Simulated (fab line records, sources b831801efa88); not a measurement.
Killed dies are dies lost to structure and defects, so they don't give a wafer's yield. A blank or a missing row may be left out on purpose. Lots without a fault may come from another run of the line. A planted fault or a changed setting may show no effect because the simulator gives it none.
Which tool did it? | flow sky130 | 11 lots, 33 wafers sampled, at 5 steps of a route of 708

WHAT THE GAUGES READ, wafer by wafer
SKY_METAL1_CD_MEAS_15: target cd 140 nm. Usual: cd_nm 140.0 nm, standard deviation 1.4.
lot  | measured     | on        | cd_nm (nm)        | flag
L827 | day 33 12:04 | cd_sem-02 | 142.6 141.6 142.0 |
L830 | day 34 10:52 | cd_sem-01 | 141.5 141.5 142.2 |
L832 | day 34 21:52 | cd_sem-01 | 142.5 141.8 142.2 |
L833 | day 35 02:13 | cd_sem-01 | 135.7 137.3 138.1 |
L834 | day 35 12:10 | cd_sem-02 | 138.4 137.7 137.5 |
L836 | day 36 10:17 | cd_sem-02 | 138.8 138.3 139.3 |
L838 | day 36 13:18 | cd_sem-02 | 139.2 139.3 140.4 |
L839 | day 36 20:19 | cd_sem-02 | 139.0 139.8 139.5 |
L840 | day 37 12:16 | cd_sem-02 | 140.7 140.2 140.9 |
L847 | day 39 01:10 | cd_sem-02 | 141.9 140.9 141.3 |
L850 | day 39 16:41 | cd_sem-01 | 140.9 140.8 139.8 |

SKY_VIA1_THK_MEAS_01. Usual: VIA1_HDPCVD_THK 1031 nm, standard deviation 11.
lot  | measured     | on            | VIA1_HDPCVD_THK (nm) | flag
L827 | day 33 13:07 | film_metro-01 | 1047 1034 1032       |
L830 | day 34 11:55 | film_metro-01 | 1042 1023 1040       |
L832 | day 34 22:56 | film_metro-02 | 1032 1034 1029       |
L833 | day 35 03:17 | film_metro-01 | 1034 1034 1028       |
L834 | day 35 13:19 | film_metro-03 | 1020 1040 1035       |
L836 | day 36 11:22 | film_metro-01 | 1029 1020 1008       |
L838 | day 36 14:31 | film_metro-02 | 1039 1030 1044       |
L839 | day 36 21:31 | film_metro-02 | 872 860 873          | OFF
L840 | day 37 13:19 | film_metro-02 | 872 887 1041         | OFF
L847 | day 39 02:12 | film_metro-02 | 1033 1023 1031       |
L850 | day 39 17:46 | film_metro-02 | 1020 1012 1029       |

WHICH TOOL RAN EACH LOT (tool, then ch and the chambers of the sampled wafers, then the start)
lot  | SKY_CONTACT_ETCH_18                           | SKY_METAL1_DESCUM_17              | SKY_VIA1_HDPCVD_00
L827 | rie_diel-03 ch 0,1,2, day 33 12:04 or earlier | rie_metal-04 ch 0,1, day 33 12:13 | hdpcvd-01 ch 0,1,2, day 33 13:00
L830 | rie_diel-04 ch 0,1,3, day 34 10:52 or earlier | rie_metal-03 ch 0,1, day 34 11:01 | hdpcvd-01 ch 0,1,2, day 34 11:48
L832 | rie_diel-01 ch 0,1,3, day 34 21:52 or earlier | rie_metal-02 ch 0,1, day 34 22:01 | hdpcvd-02 ch 0,2, day 34 22:50
L833 | rie_diel-01 ch 0,3, day 35 02:13 or earlier   | rie_metal-03 ch 0,1, day 35 02:22 | hdpcvd-02 ch 0,1,2, day 35 03:11
L834 | rie_diel-01 ch 0,1,3, day 35 12:10 or earlier | rie_metal-04 ch 0,1, day 35 12:19 | hdpcvd-02 ch 0,2, day 35 13:12
L836 | rie_diel-04 ch 1,2,3, day 36 10:17 or earlier | rie_metal-03 ch 0,1, day 36 10:25 | hdpcvd-01 ch 1,2, day 36 11:15
L838 | rie_diel-01 ch 0,2,3, day 36 13:18 or earlier | rie_metal-02 ch 1, day 36 13:26   | hdpcvd-01 ch 1,2, day 36 14:22
L839 | rie_diel-03 ch 0,1,2, day 36 20:19 or earlier | rie_metal-02 ch 1, day 36 20:26   | hdpcvd-01 ch 0,1,2, day 36 21:23
L840 | rie_diel-04 ch 2,3, day 37 12:16 or earlier   | rie_metal-02 ch 0,1, day 37 12:23 | hdpcvd-01 ch 0,1,2, day 37 13:14
L847 | rie_diel-03 ch 1,2, day 39 01:10 or earlier   | rie_metal-04 ch 0,1, day 39 01:19 | hdpcvd-02 ch 0,2, day 39 02:05
L850 | rie_diel-01 ch 0,2,3, day 39 16:41 or earlier | rie_metal-04 ch 0,1, day 39 16:50 | hdpcvd-02 ch 0,2, day 39 17:39
- SKY_CONTACT_ETCH_18: etches Si3N4 in CHF3/O2, stops on TiN, time 39 s, target depth 75 nm.
- SKY_METAL1_DESCUM_17: chemistry O2, time 8 s.
- SKY_VIA1_HDPCVD_00: deposits SiO2, target thk 1030 nm, time 171.7 s.

WHAT THE TOOLS THEMSELVES READ (means of the sampled wafers that have a number; where no wafer has one, the mark that the record gives instead)
SKY_CONTACT_ETCH_18. Usual: drypump_motor_current_A 5.74 A, standard deviation 0.22; oes_product_au 0.851 a.u., standard deviation 0.0085; throttle_valve_pct 8.792 %, standard deviation 0.0084.
lot  | tool        | drypump_motor_current_A (A) | oes_product_au (a.u.) | throttle_valve_pct (%) | flag
L827 | rie_diel-03 | 5.74                        | 0.841                 | 8.796                  |
L830 | rie_diel-04 | 5.81                        | 0.858                 | 8.795                  |
L832 | rie_diel-01 | 5.79                        | 0.862                 | 8.795                  |
L833 | rie_diel-01 | 5.62                        | 0.851                 | 8.800                  |
L834 | rie_diel-01 | 5.78                        | 0.839                 | 8.790                  |
L836 | rie_diel-04 | 5.72                        | 0.858                 | 8.793                  |
L838 | rie_diel-01 | 5.68                        | 0.846                 | 8.797                  |
L839 | rie_diel-03 | 5.73                        | 0.845                 | 8.786                  |
L840 | rie_diel-04 | 5.56                        | 0.849                 | 8.789                  |
L847 | rie_diel-03 | 5.60                        | 0.847                 | 8.782                  |
L850 | rie_diel-01 | 5.70                        | 0.848                 | 8.792                  |

SKY_METAL1_DESCUM_17. Usual: drypump_motor_current_A 5.8 A, standard deviation 0.55; oes_product_au 0.994 a.u., standard deviation 0.007.
lot  | tool         | drypump_motor_current_A (A) | oes_product_au (a.u.) | flag
L827 | rie_metal-04 | 6.1                         | 0.990                 |
L830 | rie_metal-03 | 5.6                         | 0.994                 |
L832 | rie_metal-02 | 5.7                         | 0.993                 |
L833 | rie_metal-03 | 6.0                         | 0.994                 |
L834 | rie_metal-04 | 6.2                         | 0.994                 |
L836 | rie_metal-03 | 5.6                         | 0.989                 |
L838 | rie_metal-02 | 6.0                         | 0.992                 |
L839 | rie_metal-02 | 6.0                         | 0.997                 |
L840 | rie_metal-02 | 5.4                         | 0.998                 |
L847 | rie_metal-04 | 5.8                         | 1.001                 |
L850 | rie_metal-04 | 5.8                         | 0.998                 |

SKY_VIA1_HDPCVD_00. Usual: run_length_s 199.6 s, standard deviation 0.62.
lot  | tool      | run_length_s (s) | flag
L827 | hdpcvd-01 | 199.6            |
L830 | hdpcvd-01 | 199.7            |
L832 | hdpcvd-02 | 200.2            |
L833 | hdpcvd-02 | 199.7            |
L834 | hdpcvd-02 | 199.2            |
L836 | hdpcvd-01 | 199.9            |
L838 | hdpcvd-01 | 199.7            |
L839 | hdpcvd-01 | 174.3            | OFF
L840 | hdpcvd-01 | 182.7            | OFF
L847 | hdpcvd-02 | 200.0            |
L850 | hdpcvd-02 | 200.2            |

THE ANSWER, worked out from the rows above alone
Rule: a lot is off if the mean of its wafers that have a number lies more than 3 standard deviations from the usual mean. A lot without any number at a reading at which 4 lots or more have one is off too. The other lots that the step has rows for count as sound. The gauges are gone through in route order, then the tools' own readings, and for those a lot's mean is taken as printed above. The first step at which some lot is off is used, and at that step the reading that is off furthest; a lot without a number counts as furthest.
Off: L839, L840, at SKY_VIA1_THK_MEAS_01 (VIA1_HDPCVD_THK).
A tool fits if, at a process step before that reading, it ran every lot that is off, and no sound lot after the first of them. The gauges at SKY_VIA1_THK_MEAS_01 aren't tried: what is off there is off at SKY_VIA1_HDPCVD_00 too, on other tools, and a gauge's error can't cause that. SKY_CONTACT_ETCH_18 gives no start for some lots, so the hours and the order of its lots are those of SKY_METAL1_CD_MEAS_15. Can't be told from this: 2 tools fit, rie_metal-02 at SKY_METAL1_DESCUM_17, hdpcvd-01 at SKY_VIA1_HDPCVD_00.

WHAT THE SIMULATOR HAD PUT IN
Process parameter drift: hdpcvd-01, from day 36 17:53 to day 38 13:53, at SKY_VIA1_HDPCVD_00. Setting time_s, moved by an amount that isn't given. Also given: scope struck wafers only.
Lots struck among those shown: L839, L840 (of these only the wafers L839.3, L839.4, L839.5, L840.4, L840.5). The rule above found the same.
